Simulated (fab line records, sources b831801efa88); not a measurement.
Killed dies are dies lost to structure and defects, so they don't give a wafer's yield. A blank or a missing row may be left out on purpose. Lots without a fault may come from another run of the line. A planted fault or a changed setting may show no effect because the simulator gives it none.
Which tool did it? | flow sfq_line | 14 lots, 42 wafers sampled, at 5 steps of a route of 325

WHAT THE GAUGES READ, wafer by wafer
SFQ_M3_RS_MEAS_919: measures by four-point-probe. Usual: M3_NB_RS 0.888 ohm/sq, standard deviation 0.011.
lot  | measured     | on            | M3_NB_RS (ohm/sq)                   | flag
L136 | day 29 08:07 | film_metro-03 | 0.899 0.901 0.899                   |
L137 | day 31 13:20 | film_metro-04 | 0.892 0.872 0.883                   |
L141 | day 38 16:36 | film_metro-04 | 0.888 0.881 0.887                   |
L146 | day 40 14:57 | film_metro-03 | 0.660 0.885 0.660 0.662 0.885 0.660 | OFF
L148 | day 41 12:28 | film_metro-02 | 0.908 0.875 0.661 0.905 0.875 0.661 | OFF
L149 | day 41 18:28 | film_metro-02 | 0.875 0.877 0.883                   |
L150 | day 42 10:06 | film_metro-02 | 0.878 0.875 0.883                   |
L153 | day 44 12:28 | film_metro-02 | 0.874 0.880 0.879                   |
L154 | day 45 02:57 | film_metro-02 | 0.881 0.884 0.880                   |
L155 | day 46 04:04 | film_metro-02 | 0.888 0.903 0.895                   |
L156 | day 46 08:52 | film_metro-02 | 0.881 0.877 0.876                   |
L157 | day 46 13:06 | film_metro-03 | 0.898 0.901 0.896                   |
L158 | day 46 14:53 | film_metro-04 | 0.880 0.887 0.888                   |
L159 | day 46 16:40 | film_metro-03 | 0.874 0.869 0.884                   |

SFQ_I4_BOW_MEAS_927. Usual: I4_BOW 6 um, standard deviation 11.
lot  | measured     | on            | I4_BOW (um) | flag
L136 | day 47 19:07 | film_metro-03 | 4 -2 -2     |
L137 | day 49 09:07 | film_metro-04 | 16 22 11    |
L141 | day 51 16:09 | film_metro-04 | 15 11 14    |
L146 | day 53 06:14 | film_metro-04 | 7 10 8      |
L148 | day 53 22:25 | film_metro-01 | 3 -10 -10   |
L149 | day 54 11:01 | film_metro-04 | 24 5 4      |
L150 | day 54 17:04 | film_metro-04 | 26 22 9     |
L153 | day 55 20:01 | film_metro-03 | -4 -9 16    |
L154 | day 57 19:25 | film_metro-03 | 9 -4 7      |
L155 | day 58 17:12 | film_metro-03 | 25 30 16    |
L156 | day 58 23:12 | film_metro-01 | 2 7 7       |
L157 | day 59 02:26 | film_metro-04 | -14 0 3     |
L158 | day 59 05:25 | film_metro-01 | 4 -7 -10    |
L159 | day 59 11:12 | film_metro-04 | 10 11 6     |

WHICH TOOL RAN EACH LOT (tool, then ch and the chambers of the sampled wafers, then the start)
lot  | SFQ_TRILAYER_M1_STRIP_STRIP_043   | SFQ_TRILAYER_M3_DEP_SPUTTER_073 | SFQ_TRILAYER_M3_ETCH_METAL_ETCH_078
L136 | rie_metal-03 ch 0, day 22 01:33   | pvd_sputter-03, day 29 08:02    | rie_metal-03 ch 0,1, day 35 20:46
L137 | rie_metal-04 ch 0,1, day 23 16:05 | pvd_sputter-04, day 31 13:15    | rie_metal-02 ch 0,1, day 36 22:37
L141 | rie_metal-02 ch 0,1, day 25 13:17 | pvd_sputter-03, day 38 16:31    | rie_metal-02 ch 0,1, day 38 19:08
L146 | rie_metal-03 ch 0,1, day 27 11:00 | pvd_sputter-06, day 40 14:50    | rie_metal-03 ch 0,1, day 41 03:17
L148 | rie_metal-04 ch 0,1, day 28 06:12 | pvd_sputter-06, day 41 12:22    | rie_metal-02 ch 0,1, day 41 22:16
L149 | rie_metal-04 ch 0,1, day 28 14:36 | pvd_sputter-04, day 41 18:22    | rie_metal-04 ch 0,1, day 41 20:59
L150 | rie_metal-03 ch 0,1, day 29 08:48 | pvd_sputter-04, day 42 09:58    | rie_metal-02 ch 0, day 42 12:44
L153 | rie_metal-04 ch 0,1, day 31 10:03 | pvd_sputter-04, day 44 12:23    | rie_metal-02 ch 0,1, day 44 15:55
L154 | rie_metal-03 ch 0,1, day 31 19:39 | pvd_sputter-03, day 45 02:52    | rie_metal-04 ch 0,1, day 50 21:08
L155 | rie_metal-02 ch 0, day 32 11:22   | pvd_sputter-06, day 46 03:58    | rie_metal-02 ch 0,1, day 51 23:34
L156 | rie_metal-02 ch 0,1, day 32 16:10 | pvd_sputter-04, day 46 08:46    | rie_metal-03 ch 0,1, day 52 03:10
L157 | rie_metal-02 ch 0,1, day 33 01:58 | pvd_sputter-06, day 46 12:58    | rie_metal-02 ch 0,1, day 52 06:49
L158 | rie_metal-02 ch 0,1, day 33 06:34 | pvd_sputter-03, day 46 14:46    | rie_metal-02 ch 0,1, day 52 09:10
L159 | rie_metal-04 ch 0,1, day 33 12:34 | pvd_sputter-04, day 46 16:34    | rie_metal-04 ch 0,1, day 52 11:34
- SFQ_TRILAYER_M1_STRIP_STRIP_043: strips in O2.
- SFQ_TRILAYER_M3_DEP_SPUTTER_073: material Nb, target thk 200 nm, time 133.3 s.
- SFQ_TRILAYER_M3_ETCH_METAL_ETCH_078: etches Nb in Cl2/Ar, stops on SiO2, target depth 240 nm, time 120 s.

WHAT THE TOOLS THEMSELVES READ (means of the sampled wafers that have a number; where no wafer has one, the mark that the record gives instead)
SFQ_TRILAYER_M1_STRIP_STRIP_043. Usual: drypump_motor_current_A 5.50 A, standard deviation 0.3; oes_product_au 1.001 a.u., standard deviation 0.013.
lot  | tool         | drypump_motor_current_A (A) | oes_product_au (a.u.) | flag
L136 | rie_metal-03 | 5.01                        | 1.007                 |
L137 | rie_metal-04 | 5.39                        | 1.009                 |
L141 | rie_metal-02 | 5.73                        | 0.985                 |
L146 | rie_metal-03 | 5.46                        | 1.005                 |
L148 | rie_metal-04 | 5.30                        | 1.012                 |
L149 | rie_metal-04 | 5.40                        | 1.004                 |
L150 | rie_metal-03 | 5.23                        | 1.009                 |
L153 | rie_metal-04 | 5.41                        | 1.012                 |
L154 | rie_metal-03 | 5.23                        | 1.002                 |
L155 | rie_metal-02 | 5.64                        | 0.998                 |
L156 | rie_metal-02 | 5.71                        | 1.000                 |
L157 | rie_metal-02 | 5.73                        | 0.992                 |
L158 | rie_metal-02 | 5.80                        | 0.987                 |
L159 | rie_metal-04 | 5.30                        | 1.018                 |

SFQ_TRILAYER_M3_DEP_SPUTTER_073. Usual: throttle_valve_pct 29.7 %, standard deviation 1.3.
lot  | tool           | throttle_valve_pct (%) | flag
L136 | pvd_sputter-03 | 28.6                   |
L137 | pvd_sputter-04 | 30.0                   |
L141 | pvd_sputter-03 | 28.6                   |
L146 | pvd_sputter-06 | 30.2                   |
L148 | pvd_sputter-06 | 30.2                   |
L149 | pvd_sputter-04 | 28.8                   |
L150 | pvd_sputter-04 | 30.1                   |
L153 | pvd_sputter-04 | 27.9                   |
L154 | pvd_sputter-03 | 29.8                   |
L155 | pvd_sputter-06 | 30.1                   |
L156 | pvd_sputter-04 | 29.1                   |
L157 | pvd_sputter-06 | 30.3                   |
L158 | pvd_sputter-03 | 29.0                   |
L159 | pvd_sputter-04 | 30.1                   |

SFQ_TRILAYER_M3_ETCH_METAL_ETCH_078. Usual: drypump_motor_current_A 5.58 A, standard deviation 0.29; oes_product_au 0.895 a.u., standard deviation 0.0078.
lot  | tool         | drypump_motor_current_A (A) | oes_product_au (a.u.) | flag
L136 | rie_metal-03 | 5.24                        | 0.887                 |
L137 | rie_metal-02 | 5.81                        | 0.897                 |
L141 | rie_metal-02 | 5.81                        | 0.896                 |
L146 | rie_metal-03 | 5.23                        | 0.962                 | OFF
L148 | rie_metal-02 | 5.80                        | 0.926                 | OFF
L149 | rie_metal-04 | 5.28                        | 0.905                 |
L150 | rie_metal-02 | 5.63                        | 0.901                 |
L153 | rie_metal-02 | 5.80                        | 0.897                 |
L154 | rie_metal-04 | 5.32                        | 0.899                 |
L155 | rie_metal-02 | 5.82                        | 0.892                 |
L156 | rie_metal-03 | 5.22                        | 0.899                 |
L157 | rie_metal-02 | 5.73                        | 0.894                 |
L158 | rie_metal-02 | 5.73                        | 0.897                 |
L159 | rie_metal-04 | 5.28                        | 0.908                 |

THE ANSWER, worked out from the rows above alone
Rule: a lot is off if the mean of its wafers that have a number lies more than 3 standard deviations from the usual mean. A lot without any number at a reading at which 4 lots or more have one is off too. The other lots that the step has rows for count as sound. The gauges are gone through in route order, then the tools' own readings, and for those a lot's mean is taken as printed above. The first step at which some lot is off is used, and at that step the reading that is off furthest; a lot without a number counts as furthest.
Off: L146, L148, at SFQ_M3_RS_MEAS_919 (M3_NB_RS).
A tool fits if, at a process step before that reading, it ran every lot that is off, and no sound lot after the first of them. The gauges at SFQ_M3_RS_MEAS_919 aren't tried: what is off there is off at SFQ_TRILAYER_M3_ETCH_METAL_ETCH_078 too, on other tools, and a gauge's error can't cause that. None of those tried fits.

WHAT THE SIMULATOR HAD PUT IN
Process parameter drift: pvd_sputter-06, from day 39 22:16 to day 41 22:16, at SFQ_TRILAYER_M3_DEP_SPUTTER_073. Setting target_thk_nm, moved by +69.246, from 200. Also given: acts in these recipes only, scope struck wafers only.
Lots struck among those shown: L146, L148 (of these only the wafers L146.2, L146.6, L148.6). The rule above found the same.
